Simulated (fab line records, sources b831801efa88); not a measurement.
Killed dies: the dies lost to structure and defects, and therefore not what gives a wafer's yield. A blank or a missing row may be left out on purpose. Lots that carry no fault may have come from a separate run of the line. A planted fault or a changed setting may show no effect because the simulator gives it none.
Matching of chambers + flow sky130 + pecvd-02 running SKY_CAP2M_CVD_00: 3 sister chambers
The step deposits SiO2, target thk 15.5 nm. 3 wafers are shown with their chamber, then 7 later ones without.

WAFERS PAIRED WITH THEIR CHAMBERS
| wafer  | chamber | heater power w (W) |
|--------|---------|--------------------|
| L696.6 | 0       | 544                |
| L698.2 | 1       | 759                |
| L698.3 | 2       | 853                |

WAFERS WHOSE CHAMBER IS MISSING
| wafer  | heater power w (W) |
|--------|--------------------|
| L698.4 | 573                |
| L701.1 | 618                |
| L701.3 | 825                |
| L701.5 | 614                |
| L703.1 | 705                |
| L703.3 | 915                |
| L703.4 | 929                |

WHICH CHAMBER EACH WENT THROUGH
| wafer  | from the rows above          | in truth |
|--------|------------------------------|----------|
| L698.4 | 0                            | 0        |
| L701.1 | can't be placed: 0 or 1      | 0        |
| L701.3 | can't be placed: 2 or 1      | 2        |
| L701.5 | can't be placed: 0 or 1      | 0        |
| L703.1 | can't be placed: 1 or 2 or 0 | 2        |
| L703.3 | can't be placed: 2 or 1      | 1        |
| L703.4 | can't be placed: 2 or 1      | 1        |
Correctly placed: 1 of 7. Can't be placed from these rows: 6 (the true chamber is among the candidates in 6). 0 placed wrongly.
How it was worked out, from the rows above alone: a wafer's distance from a chamber is the root of the sum, over the readings, of the square of ((its reading less the chamber's mean) divided by the reading's scatter). The wafer belongs to the nearest chamber; if the next one is less than 2 further off, it can't be placed. The mean given for a chamber averages the wafers shown for that chamber. The scatter: root of mean squared gap, hidden wafer to nearest shown wafer, with one shown wafer a chamber.
